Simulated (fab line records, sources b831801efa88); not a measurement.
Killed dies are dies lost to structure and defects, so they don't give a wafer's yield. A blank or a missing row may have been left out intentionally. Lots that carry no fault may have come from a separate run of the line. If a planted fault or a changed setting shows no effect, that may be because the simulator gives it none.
2 desks, one fault || flow gf180mcu || each desk holds nothing but its own numbers, with what lay behind them at the end

## TOOL OWNER'S DESK, implanter-04
GF_LVPWELL_IMPLANT_09, tool's own readings: per-lot mean of the sampled wafers with a number, covering each lot this tool ran. A lot is out of limits, marked OUT, if its mean lies more than 4 standard deviations from the usual mean; the brackets give that distance.
Columns: A = dose-ions-cm2 at GF_LVPWELL_IMPLANT_09, usual 5e+12; B = faraday-current-uA at GF_LVPWELL_IMPLANT_09, usual 28.2
{"lot": "L433", "first seen here": "day 5 09:35", "A": "5e+11 (-99 or more) OUT", "B": "2.8 (-47) OUT"}
{"lot": "L434", "first seen here": "day 5 13:48", "A": "5e+11 (-99 or more) OUT", "B": "2.8 (-47) OUT"}
{"lot": "L435", "first seen here": "day 5 18:53", "A": "5e+11 (-99 or more) OUT", "B": "2.8 (-47) OUT"}
{"lot": "L446", "first seen here": "day 8 10:13", "A": 5e+12, "B": 28.3}
{"lot": "L450", "first seen here": "day 9 08:01", "A": 5e+12, "B": 28.4}
Finding of this desk: L433, L434, L435 out of limits; the first was L433 at day 5 09:35, on dose-ions-cm2 at GF_LVPWELL_IMPLANT_09. Within limits: L446, L450.

## THE METROLOGY DESK
Means of the sampled wafers that have a number, per lot and without regard to the tool the lot ran on: this is what the gauges read. A lot is out of limits, marked OUT, if its mean lies more than 4 standard deviations from the usual mean; the brackets give that distance.
Columns: A = LVPWELL_TW at GF_LVPWELL_TW_MEAS_11, usual 556; B = MVSD_OVL at GF_MVSD_OVL_MEAS_07, usual 1.0 nm; C = LVPWELL_RS at GF_VT_IMPLANT_RS_MEAS_48, usual 1220.7 ohm/sq; D = PSD_OVL at GF_PSD_OVL_MEAS_08, usual -0.1 nm
{"lot": "L432", "first seen here": "day 5 08:22", "A": 558, "B": 2.6, "C": 1227.2, "D": -0.6}
{"lot": "L433", "first seen here": "day 5 09:49", "A": "520 (-8.9) OUT", "B": 1.3, "C": "1526.8 (+99 or more) OUT", "D": 2.4}
{"lot": "L434", "first seen here": "day 5 14:02", "A": "520 (-9.1) OUT", "B": 0.3, "C": "1525.3 (+99 or more) OUT", "D": 0.9}
{"lot": "L435", "first seen here": "day 5 19:07", "A": "528 (-7.0) OUT", "B": 1.3, "C": "1523.5 (+99 or more) OUT", "D": -1.7}
{"lot": "L441", "first seen here": "day 7 05:02", "A": 551, "B": 1.1, "C": 1217.3, "D": 1.5}
{"lot": "L442", "first seen here": "day 7 10:16", "A": 559, "B": 0.8, "C": 1219.1, "D": 1.5}
{"lot": "L443", "first seen here": "day 7 15:55", "A": 553, "B": 1.6, "C": 1218.0, "D": -1.6}
{"lot": "L444", "first seen here": "day 7 20:21", "A": 553, "B": 1.8, "C": 1217.2, "D": 2.1}
{"lot": "L445", "first seen here": "day 8 04:11", "A": 559, "B": 1.4, "C": 1216.7, "D": -0.4}
{"lot": "L446", "first seen here": "day 8 10:28", "A": 553, "B": 0.9, "C": 1218.1, "D": -0.5}
{"lot": "L447", "first seen here": "day 8 13:46", "A": 557, "B": -0.2, "C": 1219.2, "D": 1.1}
{"lot": "L449", "first seen here": "day 9 01:43", "A": 558, "B": -0.0, "C": 1223.6, "D": -0.9}
{"lot": "L450", "first seen here": "day 9 08:16", "A": 559, "B": -0.2, "C": 1220.2, "D": -1.4}
This desk's finding: out of limits on L433, L434, L435; first on L433, day 5 09:49 (LVPWELL_TW at GF_LVPWELL_TW_MEAS_11). Within limits: L432, L441, L442, L443, L444, L445, L446, L447, L449, L450.

## ALL TOGETHER
On L433, L434, L435, at day 5 09:35, an alarm was possible from the tool owner's desk.
An alarm was possible from the metrology desk at day 5 09:49, on L433, L434, L435.
All the named lots went through GF_LVPWELL_IMPLANT_09 on implanter-04.

## WHAT THE SIMULATOR PUT IN
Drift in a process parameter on implanter-04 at GF_LVPWELL_IMPLANT_09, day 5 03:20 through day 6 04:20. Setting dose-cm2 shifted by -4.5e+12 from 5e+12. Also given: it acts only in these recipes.
Struck lots among those shown: L433, L434, L435.
Time in hours from fault onset to the first out-of-limits reading at each desk: tool owner's desk 6, metrology desk 6.
